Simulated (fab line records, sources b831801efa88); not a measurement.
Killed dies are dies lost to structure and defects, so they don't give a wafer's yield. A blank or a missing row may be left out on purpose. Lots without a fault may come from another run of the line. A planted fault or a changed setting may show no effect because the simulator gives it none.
fab line records | flow sky130
record lots=5 wafers=15 last_day=49
route steps=708 shown VIA1@467 PAD_OPEN@708
lots that met no fault: from a run of the same line without faults
start_h: hours from the record's first day to the start of the lot's first wafer shown | wait_h: hours since the lot's step before | " the same as in the row above | L1.1+2: a row that stands for several wafers | - no value, or no start given | * or withheld: withheld | < > ~ a bound
route shown NAME@n: a module of which the file shows steps, and the number in the route of the first | usual: mean/standard deviation of fault-free wafers | same: alike in all rows | chamber/n: place in a boat | sites: the reading at each site | _std_site: their standard deviation | _edge_site: outer sites' mean less inner sites' | radius_mm: how far each site lies from the wafer's centre | mask NAME#n: copy n | behind: the tool/chamber that last shaped the wafer | hold: why the lot was held/for how many hours/how that ended | device: the transistor (n, p or np) that didn't switch | end of line: the same wafers' tests at the end of the route | a step without rows: its recipe alone | killed: dies lost to structure and defects at the first sort, not the wafer's yield | map: a wafer's dies, x killed, . not, _ none there
set.NAME: the setting as run; set.NAME@STEP: as run at that earlier step | model.NAME: the simulator's own value behind a step, which no gauge read
lots at some steps of the route; a table a step, a row a wafer
services: from which hour (start_h, from the record's first day; less than 0 if before it) a tool's chamber was out of use, for how many hours, and why
## steps
# step SKY_VIA1_EXPOSE_09
# recipe mask_id=VIM na=0.8 source_shape=annular sigma_inner=0.55 sigma_outer=0.85 target_cd_nm=150 dose_mj=38
# step SKY_VIA1_PEB_10
# recipe peb_temp_c=withheld peb_time_s=withheld resist=KrF-thick
# step SKY_VIA1_DEVELOP_11
# recipe develop_time_s=60 resist=KrF-thick dev_temp_c=21
# step SKY_VIA1_CD_MEAS_12
# recipe target_cd_nm=150
# usual cd_nm=150.2/1.9
# columns lot.wafer tool chamber start_h wait_h cd_nm
L625.1 cd_sem-02 - 862.36 - 149.9
L625.2 " - " " 151.5
L625.4 " - " " 151.2
L626.2 cd_sem-01 - 874.14 - 151.6
L626.3 " - " " 150.4
L626.4 " - " " 151.3
L627.1 cd_sem-01 - 885.36 - 150.0
L627.3 " - " " 147.8
L627.6 " - " " 147.7
L632.1 cd_sem-01 - 920.71 - 148.0
L632.2 " - " " 146.9
L632.5 " - " " 146.6
L634.2 cd_sem-01 - 928.93 - 148.7
L634.3 " - " " 149.8
L634.4 " - " " 148.9
# step SKY_VIA1_OVL_MEAS_13
# usual VIA1_OVL=-5/5.8
# columns lot.wafer tool chamber start_h wait_h VIA1_OVL[nm]
L625.1 overlay-02 - 862.48 0.1 -10
L625.2 " - " " -7
L625.4 " - " " -15
L626.2 overlay-01 - 874.25 0.1 1
L626.3 " - " " -10
L626.4 " - " " -3
L627.1 overlay-02 - 885.48 0.1 5
L627.3 " - " " 2
L627.6 " - " " -3
L632.1 overlay-02 - 920.83 0.1 -13
L632.2 " - " " -11
L632.5 " - " " -2
L634.2 overlay-02 - 929.03 0.1 3
L634.3 " - " " 2
L634.4 " - " " -7
# step SKY_VIA1_ETCH_14
# recipe chemistry=N2/H2 target=BARC ion_energy_ev=200 source_w=500 bias_w=100 pressure_mtorr=30 n2_flow_sccm=100 h2_flow_sccm=200 stop_on=SiO2 time_s=45.9 target_depth_a=600
# usual drypump_motor_current_A=5.6/0.48 oes_product_au=0.855/0.0045 throttle_valve_pct=13.224/0.009
# columns lot.wafer tool chamber start_h wait_h drypump_motor_current_A oes_product_au rf_hours_counter_h throttle_valve_pct
L625.1 rie_diel-02 2 862.51 0.0 5.7 0.854 7 13.217
L625.2 " 0 " " 5.2 0.859 6 13.228
L625.4 " 3 " " 5.8 0.853 19 13.217
L626.2 rie_diel-04 0 874.28 0.0 6.3 0.852 13 13.226
L626.3 " 2 " " 5.5 0.847 13 13.220
L626.4 " 3 " " 5.3 0.858 19 13.210
L627.1 rie_diel-04 0 885.52 0.0 6.3 0.855 13 13.234
L627.3 " 2 " " 5.5 0.855 13 13.237
L627.6 " 1 " " 4.7 0.853 - 13.221
L632.1 rie_diel-02 2 920.86 0.0 5.7 0.857 9 13.234
L632.2 " 1 " " 5.5 0.852 16 13.241
L632.5 " 2 " " 5.7 0.855 - 13.226
L634.2 rie_diel-04 0 929.06 0.0 6.3 0.858 14 13.223
L634.3 " 3 " " 5.3 0.852 20 13.225
L634.4 " 2 " " 5.5 0.859 15 13.229
# step SKY_VIA1_ETCH_15
# recipe target=SiO2 chemistry=C4F8/O2/Ar target_depth_nm=351 stop_on=TiN mask_material=KrF-thick source_w=1500 bias_w=1200 pressure_mtorr=40 c4f8_flow_sccm=withheld O2_flow_sccm=6 Ar_flow_sccm=300 time_s=54
# usual oes_product_au=0.982/0.0056
# columns lot.wafer tool chamber start_h wait_h oes_product_au rf_hours_counter_h
L625.1 rie_diel-02 2 862.55 0.0 0.991 7
L625.2 " 0 " " 0.976 6
L625.4 " 3 " " 0.984 19
L626.2 rie_diel-04 0 874.32 0.0 0.982 13
L626.3 " 2 " " 0.981 13
L626.4 " 3 " " 0.982 19
L627.1 rie_diel-04 0 885.56 0.0 0.985 13
L627.3 " 2 " " 0.985 13
L627.6 " 1 " " 0.984 -
L632.1 rie_diel-02 2 920.90 0.0 0.982 9
L632.2 " 1 " " 0.984 16
L632.5 " 2 " " 0.985 -
L634.2 rie_diel-04 0 929.10 0.0 0.986 14
L634.3 " 3 " " 0.977 20
L634.4 " 2 " " 0.980 15
# step SKY_VIA1_STRIP_16
# recipe chemistry=O2/N2 power_w=1400 pressure_mtorr=1500 platen_temp_c=withheld o2_flow_sccm=3000 n2_flow_sccm=300 overash_fraction=0.5
# usual drypump_motor_current_A=5.7/0.49 o2_flow_sccm=3000/8.9 oes_product_au=0.416/0.0047 strip_time_to_endpoint_s=4.464/0.022
# columns lot.wafer tool chamber start_h wait_h drypump_motor_current_A o2_flow_sccm oes_product_au rf_hours_counter_h strip_time_to_endpoint_s
L625.1 plasma_asher-03 1 862.60 0.0 5.4 2991 0.417 12 4.441
L625.2 " 0 " " 6.4 2992 0.427 12 4.468
L625.4 " 0 " " 6.4 3008 0.411 - 4.452
L626.2 plasma_asher-04 1 874.37 0.0 5.8 2996 0.414 74 4.468
L626.3 " 1 " " 5.8 3002 0.412 - 4.476
L626.4 " 0 " " 5.6 3008 0.421 - 4.506
L627.1 plasma_asher-02 0 885.60 0.0 4.9 3004 0.413 107 4.443
L627.3 " 1 " " 5.6 3004 0.409 - 4.479
L627.6 " 1 " " 5.6 3017 0.415 - 4.463
L632.1 plasma_asher-03 1 920.95 0.0 5.4 3006 0.417 16 4.429
L632.2 " 0 " " 6.5 3004 0.412 16 4.425
L632.5 " 0 " " 6.4 3010 0.422 - 4.434
L634.2 plasma_asher-03 1 929.15 0.0 5.4 3006 0.411 17 4.452
L634.3 " 1 " " 5.4 2993 0.419 - 4.488
L634.4 " 0 " " 6.5 3009 0.423 - 4.464
# step SKY_VIA1_STRIP_17
# recipe chemistry=post_etch_residue_remover time_s=1200 temp_c=72.5
# step SKY_VIA1_CLEAN_18
# recipe chemistry=IPA time_s=180 temp_c=25
# step SKY_VIA1_CLEAN_19
# recipe chemistry=O3/DIW dry=n2_spin
# step SKY_VIA1_SPUTTER_20
# recipe material=TiN target_thk_nm=20 chamber_pressure_pa=5 power_w=4000 time_s=80
# usual throttle_valve_pct=30.7/1.3
# columns lot.wafer tool chamber start_h wait_h throttle_valve_pct
L625.1 pvd_sputter-04 - 863.20 0.0 28.6
L625.2 " - " " 28.6
L625.4 " - " " 29.7
L626.2 pvd_sputter-01 - 874.96 0.0 30.5
L626.3 " - " " 31.3
L626.4 " - " " 29.8
L627.1 pvd_sputter-01 - 886.54 0.0 31.4
L627.3 " - " " 30.4
L627.6 " - " " 32.3
L632.1 pvd_sputter-04 - 921.56 0.0 28.4
L632.2 " - " " 28.6
L632.5 " - " " 28.4
L634.2 pvd_sputter-01 - 929.79 0.0 32.3
L634.3 " - " " 31.1
L634.4 " - " " 29.9
# step SKY_VIA1_CVD_21
# recipe material=W target_thk_nm=270 time_s=80.902 temp_c=400 pressure_torr=40
# usual heater_power_w=924/67
# columns lot.wafer tool chamber start_h wait_h heater_power_w model.W_of_VIA1_CVD_21.thk_nm
L625.1 cvd_w-01 1 863.26 0.0 973 267.3
L625.2 " 0 " " 1062 269.5
L625.4 " 1 " " 945 265.9
L626.2 cvd_w-02 0 875.02 0.0 889 269.8
L626.3 " 0 " " 872 269.1
L626.4 " 1 " " 898 269.5
L627.1 cvd_w-02 1 886.60 0.0 917 262.3
L627.3 " 1 " " 892 267.1
L627.6 " 0 " " 869 264.6
L632.1 cvd_w-01 1 921.62 0.0 866 267.9
L632.2 " 0 " " 941 264.4
L632.5 " 1 " " 893 265.8
L634.2 cvd_w-01 1 929.85 0.0 883 267.5
L634.3 " 0 " " 973 264.2
L634.4 " 1 " " 873 268.9
# step SKY_VIA1_RS_MEAS_22
# recipe thk_meas_gauge=four-point-probe reads=W_of_VIA1_CVD_21+TiN_of_VIA1_SPUTTER_20
# usual VIA1_W_RS=0.432/0.0042
# columns lot.wafer tool chamber start_h wait_h VIA1_W_RS[ohm/sq]
L625.1 film_metro-01 - 863.35 0.1 0.431
L625.2 " - " " 0.428
L625.4 " - " " 0.434
L626.2 film_metro-01 - 875.13 0.1 0.428
L626.3 " - " " 0.428
L626.4 " - " " 0.428
L627.1 film_metro-01 - 886.70 0.1 0.439
L627.3 " - " " 0.432
L627.6 " - " " 0.436
L632.1 film_metro-02 - 921.71 0.1 0.430
L632.2 " - " " 0.437
L632.5 " - " " 0.435
L634.2 film_metro-01 - 929.96 0.1 0.431
L634.3 " - " " 0.436
L634.4 " - " " 0.429
# step SKY_PAD_OPEN_PROBE_99
# usual defect_limited_yield=82.6/1.9 killed_at_M0_to_M3=42/7.1 killed_at_M4_up=3.3/1.9 killed_at_contacts=24/5 killed_at_front_end=15/4.7 killed_at_other=0.3/0.61 killed_dies=86/9.6 killed_open=47/7.5 killed_short=38/6.6 sort_bin_3_pad_short=0.9/0.42 sort_bin_5_function=10.2/1.5 sort_bin_6_memory=6.3/1.1 sort_n_pass=406/9.6 sort_yield_pct=82.6/1.9
# same gross_dies=492 killed_at_back_side=0 sort_bin_4_leakage[%]=0 sort_bin_8_speed[%]=0
# columns lot.wafer tool chamber start_h wait_h defect_limited_yield[%] killed_at_M0_to_M3 killed_at_M4_up killed_at_contacts killed_at_front_end killed_at_other killed_dies killed_open killed_short sort_bin_3_pad_short[%] sort_bin_5_function[%] sort_bin_6_memory[%] sort_n_pass sort_yield_pct[%]
L625.1 prober-01 - 1133.12 0.1 80.1 49 1 34 14 0 98 52 46 1.0 11.8 7.1 394 80.1
L625.2 prober-01 - 1133.17 0.1 78.7 39 2 32 32 0 105 51 54 1.6 13.2 6.5 387 78.7
L625.4 prober-01 - 1133.27 0.2 80.7 48 3 28 16 0 95 48 47 1.4 11.8 6.1 397 80.7
L626.2 prober-02 - 1141.08 0.1 82.7 38 1 28 17 1 85 50 34 0.6 10.6 6.1 407 82.7
L626.3 prober-02 - 1141.13 0.2 81.5 44 3 30 14 0 91 53 38 1.0 10.6 6.9 401 81.5
L626.4 prober-02 - 1141.18 0.2 82.7 35 4 36 10 0 85 46 39 0.8 9.1 7.3 407 82.7
L627.1 prober-01 - 1149.09 0.1 81.5 55 4 14 18 0 91 42 49 0.4 12.2 5.9 401 81.5
L627.3 prober-01 - 1149.19 0.2 82.9 40 3 28 13 0 84 39 45 1.4 11.4 4.3 408 82.9
L627.6 prober-01 - 1149.34 0.2 83.7 51 3 16 10 0 80 47 33 0.6 9.6 6.1 412 83.7
L632.1 prober-01 - 1174.27 0.1 85.4 35 5 18 14 0 72 30 41 0.8 8.7 5.1 420 85.4
L632.2 prober-01 - 1174.32 0.1 81.3 44 3 21 24 0 92 49 42 0.4 9.8 8.5 400 81.3
L632.5 prober-01 - 1174.47 0.2 85.6 26 2 26 17 0 71 38 33 0.6 9.8 4.1 421 85.6
L634.2 prober-02 - 1179.30 0.1 81.7 43 3 21 23 0 90 51 39 0.8 10.6 6.9 402 81.7
L634.3 prober-02 - 1179.35 0.2 78.9 60 3 27 14 0 104 69 35 0.6 13.2 7.3 388 78.9
L634.4 prober-02 - 1179.40 0.2 79.9 39 0 35 24 1 99 55 44 1.2 12.4 6.5 393 79.9
# killed by level:class
L625.1 CONTACT:geometric_particle:open=12 LI_CONTACT:geometric_particle:open=9 CONTACT:geometric_particle:short=8 VIA2:geometric_particle:open=8 VIA1:geometric_particle:short=7 VIA2:geometric_particle:short=7 METAL2:geometric_particle:short=6 VIA3:geometric_particle:open=6
L625.2 FIELD_ISO:geometric_particle:short=10 CONTACT:geometric_particle:open=10 LI_CONTACT:geometric_particle:open=8 CONTACT:geometric_particle:short=8 POLY_GATE:geometric_particle:open=7 VIA1:geometric_particle:open=7 VIA2:geometric_particle:short=6 POLY_GATE:geometric_particle:short=6
L625.4 METAL2:geometric_particle:short=12 CONTACT:geometric_particle:open=9 LI_CONTACT:geometric_particle:open=8 VIA1:geometric_particle:open=7 VIA2:geometric_particle:open=6 VIA3:geometric_particle:open=6 CONTACT:geometric_particle:short=5 VIA2:geometric_particle:short=5
L626.2 CONTACT:geometric_particle:open=11 VIA1:geometric_particle:open=7 LI_CONTACT:geometric_particle:open=5 CONTACT:geometric_particle:short=5 FIELD_ISO:geometric_particle:open=4 LOCAL_INTERCONNECT:geometric_particle:short=4 VIA1:geometric_particle:short=4 METAL1:geometric_particle:short=4
L626.3 CONTACT:geometric_particle:open=12 VIA1:geometric_particle:open=12 LI_CONTACT:geometric_particle:open=8 METAL1:geometric_particle:short=8 FIELD_ISO:geometric_particle:open=7 VIA2:geometric_particle:open=6 CONTACT:geometric_particle:short=5 VIA1:geometric_particle:short=5
L626.4 CONTACT:geometric_particle:open=14 LI_CONTACT:geometric_particle:open=8 CONTACT:geometric_particle:short=7 VIA1:geometric_particle:open=7 METAL2:geometric_particle:short=6 VIA2:geometric_particle:open=6 LI_CONTACT:geometric_particle:short=5 METAL1:geometric_particle:short=4
L627.1 VIA2:geometric_particle:open=13 VIA1:geometric_particle:short=8 METAL2:geometric_particle:short=8 METAL1:geometric_particle:short=5 VIA1:geometric_particle:open=5 FIELD_ISO:geometric_particle:short=4 SPACER:geometric_particle:open=4 LOCAL_INTERCONNECT:geometric_particle:short=4
L627.3 CONTACT:geometric_particle:short=9 CONTACT:geometric_particle:open=8 VIA1:geometric_particle:open=8 METAL2:geometric_particle:short=7 METAL1:geometric_particle:short=6 VIA2:geometric_particle:open=5 LI_CONTACT:geometric_particle:short=4 LI_CONTACT:geometric_particle:open=4
L627.6 VIA1:geometric_particle:open=15 VIA2:geometric_particle:open=7 CONTACT:geometric_particle:open=6 METAL2:geometric_particle:short=6 VIA3:geometric_particle:open=5 LI_CONTACT:geometric_particle:open=4 CONTACT:geometric_particle:short=4 VIA1:geometric_particle:short=4
L632.1 FIELD_ISO:geometric_particle:short=7 VIA1:geometric_particle:open=7 CONTACT:geometric_particle:open=7 LOCAL_INTERCONNECT:geometric_particle:short=5 VIA2:geometric_particle:open=5 VIA1:geometric_particle:short=4 METAL2:geometric_particle:short=4 METAL1:geometric_particle:short=3
L632.2 CONTACT:geometric_particle:open=9 VIA2:geometric_particle:open=8 FIELD_ISO:geometric_particle:open=7 FIELD_ISO:geometric_particle:short=7 VIA2:geometric_particle:short=7 VIA1:geometric_particle:open=7 METAL1:geometric_particle:short=6 LI_CONTACT:geometric_particle:open=5
L632.5 CONTACT:geometric_particle:open=10 LOCAL_INTERCONNECT:geometric_particle:short=6 LI_CONTACT:geometric_particle:open=5 METAL1:geometric_particle:short=5 FIELD_ISO:geometric_particle:short=4 FIELD_ISO:geometric_particle:open=4 VIA2:geometric_particle:open=4 POLY_GATE:geometric_particle:open=3
L634.2 VIA1:geometric_particle:open=10 VIA3:geometric_particle:open=10 CONTACT:geometric_particle:open=8 FIELD_ISO:geometric_particle:open=7 POLY_GATE:geometric_particle:open=5 POLY_GATE:geometric_particle:short=5 METAL2:geometric_particle:short=5 VIA1:geometric_particle:short=5
L634.3 VIA1:geometric_particle:open=16 CONTACT:geometric_particle:open=11 LI_CONTACT:geometric_particle:open=9 VIA3:geometric_particle:open=9 VIA2:geometric_particle:open=7 METAL2:geometric_particle:short=6 FIELD_ISO:geometric_particle:open=4 LI_CONTACT:geometric_particle:short=4
L634.4 LI_CONTACT:geometric_particle:open=11 CONTACT:geometric_particle:open=9 METAL2:geometric_particle:short=9 VIA1:geometric_particle:open=7 CONTACT:geometric_particle:short=6 POLY_GATE:geometric_particle:open=5 LI_CONTACT:geometric_particle:short=5 METAL1:geometric_particle:short=5
## services
# columns tool chamber start_h hours kind
plasma_asher-03 - 849.57 1.6 repair
cvd_w-02 - 864.74 3.9 repair
plasma_asher-03 - 896.06 14.6 pm
cvd_w-01 - 904.00 14.0 pm
cvd_w-01 0 904.00 14.0 vent_cycle
cvd_w-01 1 904.00 14.0 vent_cycle
rie_diel-04 - 905.36 1.4 repair
rie_diel-02 0 907.76 5.6 repair
pvd_sputter-04 - 909.22 0.7 repair
rie_diel-02 - 915.07 0.7 repair
cvd_w-02 1 916.64 7.3 repair
cvd_w-01 0 918.00 - clean
cvd_w-01 1 918.00 - clean
## key
first_sign none at tools or gauges
model_effect step=SKY_VIA1_CVD_21 value=W_of_VIA1_CVD_21.thk_nm without=269.4 struck=262.3
met_at SKY_VIA1_CVD_21
struck_wafers L627.1
onset_between 875.02 886.60
fault kind=process_parameter_drift tool=cvd_w-02 chamber=- onset_h=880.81 steps=SKY_VIA1_CVD_21 channel=target_thk_nm offset=-7.134 shape=step end_h=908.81 scope=struck_wafers_only acts_in=these_recipes_only stated=270
